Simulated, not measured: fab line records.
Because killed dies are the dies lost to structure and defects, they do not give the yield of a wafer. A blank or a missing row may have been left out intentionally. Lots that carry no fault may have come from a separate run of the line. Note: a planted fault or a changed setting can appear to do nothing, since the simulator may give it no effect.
Which of the tools did it? :: flow sky130 :: 42 wafers from 14 lots sampled at 2 of the route's 708 steps

== WHAT THE GAUGES SHOWED, per wafer ==
The record lacks any reading of a measuring or inspecting step that a usual standard deviation could be used to judge.

== TOOL THAT RAN EACH LOT (tool first, then ch and the chambers of the sampled wafers, then the start) ==
lot: L232
SKY_SD_P_IMPLANT_09: implanter-04 ch 0, day 26 09:59
SKY_PAD_OPEN_PROBE_99: -

lot: L234
SKY_SD_P_IMPLANT_09: implanter-03 ch 0, day 26 23:11
SKY_PAD_OPEN_PROBE_99: -

lot: L236
SKY_SD_P_IMPLANT_09: implanter-03 ch 0, day 27 21:16
SKY_PAD_OPEN_PROBE_99: -

lot: L237
SKY_SD_P_IMPLANT_09: implanter-03 ch 0, day 28 05:17
SKY_PAD_OPEN_PROBE_99: -

lot: L241
SKY_SD_P_IMPLANT_09: implanter-04 ch 0, day 30 00:01
SKY_PAD_OPEN_PROBE_99: -

lot: L242
SKY_SD_P_IMPLANT_09: implanter-02 ch 0, day 30 09:12
SKY_PAD_OPEN_PROBE_99: prober-01, day 49 23:08

lot: L245
SKY_SD_P_IMPLANT_09: implanter-03 ch 0, day 31 10:23
SKY_PAD_OPEN_PROBE_99: -

lot: L246
SKY_SD_P_IMPLANT_09: implanter-02 ch 0, day 32 01:35
SKY_PAD_OPEN_PROBE_99: -

lot: L247
SKY_SD_P_IMPLANT_09: implanter-03 ch 0, day 32 12:44
SKY_PAD_OPEN_PROBE_99: -

lot: L248
SKY_SD_P_IMPLANT_09: implanter-03 ch 0, day 32 13:22
SKY_PAD_OPEN_PROBE_99: -

lot: L251
SKY_SD_P_IMPLANT_09: implanter-03 ch 0, day 33 12:19
SKY_PAD_OPEN_PROBE_99: -

lot: L253
SKY_SD_P_IMPLANT_09: implanter-03 ch 0, day 33 21:20
SKY_PAD_OPEN_PROBE_99: -

lot: L254
SKY_SD_P_IMPLANT_09: implanter-03 ch 0, day 33 23:16
SKY_PAD_OPEN_PROBE_99: -

lot: L255
SKY_SD_P_IMPLANT_09: implanter-02 ch 0, day 34 07:04
SKY_PAD_OPEN_PROBE_99: -
- SKY_SD_P_IMPLANT_09
- SKY_PAD_OPEN_PROBE_99

== WHAT THE TOOLS THEMSELVES READ (means of the sampled wafers that have a number; where no wafer has one, the mark that the record gives instead) ==
SKY_SD_P_IMPLANT_09. Usual: beam_energy_keV at 19.999, with a standard deviation of 0.0065.
lot: L232
tool: implanter-04
beam_energy_keV: 19.997
flag: 

lot: L234
tool: implanter-03
beam_energy_keV: 20.004
flag: 

lot: L236
tool: implanter-03
beam_energy_keV: 19.730
flag: OFF

lot: L237
tool: implanter-03
beam_energy_keV: 19.741
flag: OFF

lot: L241
tool: implanter-04
beam_energy_keV: 19.997
flag: 

lot: L242
tool: implanter-02
beam_energy_keV: 19.994
flag: 

lot: L245
tool: implanter-03
beam_energy_keV: 19.989
flag: 

lot: L246
tool: implanter-02
beam_energy_keV: 19.990
flag: 

lot: L247
tool: implanter-03
beam_energy_keV: 19.998
flag: 

lot: L248
tool: implanter-03
beam_energy_keV: 19.998
flag: 

lot: L251
tool: implanter-03
beam_energy_keV: 20.008
flag: 

lot: L253
tool: implanter-03
beam_energy_keV: 20.001
flag: 

lot: L254
tool: implanter-03
beam_energy_keV: 20.004
flag: 

lot: L255
tool: implanter-02
beam_energy_keV: 20.000
flag: 

SKY_PAD_OPEN_PROBE_99. Usual: killed_at_M0_to_M3 43, standard deviation 7; killed_at_M4_up 3.1, standard deviation 1.5; killed_at_contacts 23, standard deviation 4.9; killed_at_front_end 16, standard deviation 3.9; killed_at_other 0.3, standard deviation 0.52; killed_dies 86, standard deviation 8.2; killed_open 47, standard deviation 6.1; killed_short 38, standard deviation 5.8.
lot: L242
tool: prober-01
killed_at_M0_to_M3: 35
killed_at_M4_up: 2.0
killed_at_contacts: 26
killed_at_front_end: 16
killed_at_other: 0.0
killed_dies: 80
killed_open: 42
killed_short: 37
flag: 

== THE ANSWER, worked out from the rows above alone ==
Rule: a lot counts as off when the mean over its wafers that have a number is more than 3 standard deviations away from the usual mean. Also off: a lot with no number at a reading for which 4 or more lots have one. Any other lot the step has rows for is counted as sound. Order of review: gauges by route order, followed by the tools' own readings, for which a lot's mean as printed above is used. At the first step where some lot is off, the reading lying furthest off is the one used; lots without a number count as furthest.
Off, at SKY_SD_P_IMPLANT_09 on beam_energy_keV: L236, L237.
If a tool, at that step or one of the process steps before it, ran each lot that is off and ran no sound lot following the first of them, it fits. Not one of the candidates tried fits.

== WHAT WAS PUT IN BY THE SIMULATOR ==
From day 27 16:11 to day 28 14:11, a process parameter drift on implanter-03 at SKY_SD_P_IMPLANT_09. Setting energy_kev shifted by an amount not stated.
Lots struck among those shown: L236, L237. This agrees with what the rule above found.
